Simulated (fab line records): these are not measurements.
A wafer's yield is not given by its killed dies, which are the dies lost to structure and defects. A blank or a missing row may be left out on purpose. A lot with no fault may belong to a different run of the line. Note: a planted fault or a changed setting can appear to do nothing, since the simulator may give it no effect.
Tool commonality check	flow sky130	10 lots, 30 wafers sampled

WHY IT WAS OPENED
At SKY_LDD_N_TW_MEAS_17 the reading LDD_N_TW is flagged on 2 of 10 lots. Wafers without a fault read 2564, standard deviation 20.
Rule: a lot is flagged in two cases, either no wafer of it has a number, or all its wafers with numbers fall more than 4 standard deviations from that mean. As for the other lots, they are considered sound.

lot	measured	on	LDD_N_TW, wafer by wafer	flag
L930	day 18 18:05	film_metro-01	2560 2572 2571	
L932	day 19 19:40	film_metro-01	2586 2584 2595	
L934	day 20 03:55	film_metro-04	2559 2554 2549	
L938	day 21 06:56	film_metro-03	2564 2586 2586	
L939	day 21 15:14	film_metro-04	2528 2533 2530	
L944	day 24 03:16	film_metro-04	2933 2927 2947	FLAGGED
L947	day 25 02:14	film_metro-04	2893 2915 2894	FLAGGED
L949	day 25 07:59	film_metro-04	2521 2539 2543	
L950	day 25 12:22	film_metro-01	2568 2567 2573	
L951	day 26 01:28	film_metro-01	2572 2571 2562	
Average over the flagged lots: 2918; offset from the usual +354, equal to +18 standard deviations.

LOT BY LOT: THE TOOL USED
The record holds 5 process steps before the reading, out of a route of 708 steps. Cell contents, in order: the tool; ch with the chambers the sampled wafers went through; the start.
lot	flag	SKY_VT_ADJUST_PCH_STRIP_09	SKY_RES_PROTECT_STRIP_07	SKY_POLY_GATE_STRIP_18	SKY_LDD_N_IMPLANT_08	SKY_LDD_N_STRIP_16
L930		plasma_asher-01 ch 0,1, day 11 04:16	plasma_asher-01 ch 0,1, day 15 23:38	plasma_asher-01 ch 0, day 17 06:44	implanter-01 ch 0, day 18 16:47	plasma_asher-02 ch 0,1, day 18 17:59
L932		plasma_asher-04 ch 0,1, day 11 12:50	plasma_asher-01 ch 0,1, day 16 09:29	plasma_asher-04 ch 0,1, day 18 10:07	implanter-01 ch 0, day 19 18:22	plasma_asher-03 ch 0,1, day 19 19:34
L934		plasma_asher-01 ch 1, day 12 09:06	plasma_asher-03 ch 0,1, day 17 06:48	plasma_asher-04 ch 0,1, day 18 16:46	implanter-01 ch 0, day 20 02:37	plasma_asher-02 ch 0, day 20 03:49
L938		plasma_asher-03 ch 0,1, day 13 11:23	plasma_asher-02 ch 0,1, day 18 13:17	plasma_asher-01 ch 0,1, day 19 21:26	implanter-02 ch 0, day 21 05:38	plasma_asher-02 ch 0,1, day 21 06:50
L939		plasma_asher-01 ch 0,1, day 13 16:45	plasma_asher-02 ch 0,1, day 18 22:09	plasma_asher-04 ch 0,1, day 20 06:45	implanter-03 ch 0, day 21 13:58	plasma_asher-03 ch 0,1, day 21 15:09
L944	FLAGGED	plasma_asher-03 ch 0,1, day 15 07:16	plasma_asher-03 ch 0,1, day 21 09:48	plasma_asher-04 ch 0,1, day 22 18:08	implanter-01 ch 0, day 24 01:59	plasma_asher-03 ch 0,1, day 24 03:10
L947	FLAGGED	plasma_asher-01 ch 0,1, day 16 22:14	plasma_asher-01 ch 0,1, day 22 09:50	plasma_asher-01 ch 0,1, day 23 17:59	implanter-01 ch 0, day 25 00:58	plasma_asher-03 ch 0,1, day 25 02:09
L949		plasma_asher-01 ch 0,1, day 17 03:49	plasma_asher-03 ch 0,1, day 22 14:35	plasma_asher-04 ch 0,1, day 23 23:17	implanter-03 ch 0, day 25 06:41	plasma_asher-03 ch 0,1, day 25 07:53
L950		plasma_asher-04 ch 1, day 17 09:26	plasma_asher-02 ch 0,1, day 22 20:42	plasma_asher-03 ch 0,1, day 24 04:47	implanter-02 ch 0, day 25 11:05	plasma_asher-02 ch 0,1, day 25 12:16
L951		plasma_asher-04 ch 0,1, day 17 21:16	plasma_asher-01 ch 0,1, day 23 09:56	plasma_asher-04 ch 0,1, day 24 17:38	implanter-02 ch 0, day 26 00:11	plasma_asher-03 ch 0,1, day 26 01:22
What is done by these steps:
- SKY_VT_ADJUST_PCH_STRIP_09: strips in O2/N2.
- SKY_RES_PROTECT_STRIP_07: strips in O2/N2.
- SKY_POLY_GATE_STRIP_18: strips in O2/N2.
- SKY_LDD_N_IMPLANT_08
- SKY_LDD_N_STRIP_16: strips in O2/N2.
- SKY_LDD_N_TW_MEAS_17

FLAGGED AGAINST TOTAL, ONE TOOL AT A TIME (gauges that did the reading follow at the end)
step	tool	lots run	flagged	share of the flagged lots	sound lots run after its first flagged lot
SKY_VT_ADJUST_PCH_STRIP_09	plasma_asher-01	5	1	some	1 (L949)
SKY_VT_ADJUST_PCH_STRIP_09	plasma_asher-03	2	1	some	0
SKY_VT_ADJUST_PCH_STRIP_09	plasma_asher-04	3	0	none	-
SKY_RES_PROTECT_STRIP_07	plasma_asher-01	4	1	some	1 (L951)
SKY_RES_PROTECT_STRIP_07	plasma_asher-02	3	0	none	-
SKY_RES_PROTECT_STRIP_07	plasma_asher-03	3	1	some	1 (L949)
SKY_POLY_GATE_STRIP_18	plasma_asher-01	3	1	some	0
SKY_POLY_GATE_STRIP_18	plasma_asher-03	1	0	none	-
SKY_POLY_GATE_STRIP_18	plasma_asher-04	6	1	some	2 (L949,L951)
SKY_LDD_N_IMPLANT_08	implanter-01	5	2	all	0
SKY_LDD_N_IMPLANT_08	implanter-02	3	0	none	-
SKY_LDD_N_IMPLANT_08	implanter-03	2	0	none	-
SKY_LDD_N_STRIP_16	plasma_asher-02	4	0	none	-
SKY_LDD_N_STRIP_16	plasma_asher-03	6	2	all	2 (L949,L951)
SKY_LDD_N_TW_MEAS_17	film_metro-01	4	0	none	-
SKY_LDD_N_TW_MEAS_17	film_metro-03	1	0	none	-
SKY_LDD_N_TW_MEAS_17	film_metro-04	5	2	all	1 (L949)

WHAT THE TABLE ALLOWS
3 rows of the table ran every flagged lot: implanter-01 at SKY_LDD_N_IMPLANT_08, plasma_asher-03 at SKY_LDD_N_STRIP_16, film_metro-04 at SKY_LDD_N_TW_MEAS_17.
- implanter-01 at SKY_LDD_N_IMPLANT_08: 2 of its 5 lots flagged. It ran its last sound lot, L934, at day 20 02:37 and its first flagged lot, L944, at day 24 01:59: a fault with its onset between the two fits. Its own readings (beam_on_s, dose_ions_cm2, faraday_current_uA) fall more than 4 standard deviations out on all wafers of the flagged lots.
- plasma_asher-03 at SKY_LDD_N_STRIP_16: 2 of its 6 lots flagged. Sound lots ran on it after the first flagged one (L949, L951), which a lasting fault on the whole tool wouldn't allow. Its own readings (strip_time_to_endpoint_s) fall more than 4 standard deviations out on all wafers of the flagged lots.
- film_metro-04 at SKY_LDD_N_TW_MEAS_17: 2 of its 5 lots flagged. Sound lots ran on it after the first flagged one (L949), which a lasting fault on the whole tool wouldn't allow.
Just one tool remains: implanter-01 at SKY_LDD_N_IMPLANT_08.

WHAT THE SIMULATOR HAD INSERTED
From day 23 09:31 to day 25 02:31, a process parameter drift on implanter-01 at SKY_LDD_N_IMPLANT_08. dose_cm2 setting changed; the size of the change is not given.
Lots struck among those shown: L944, L947. The rule above reached the same finding.
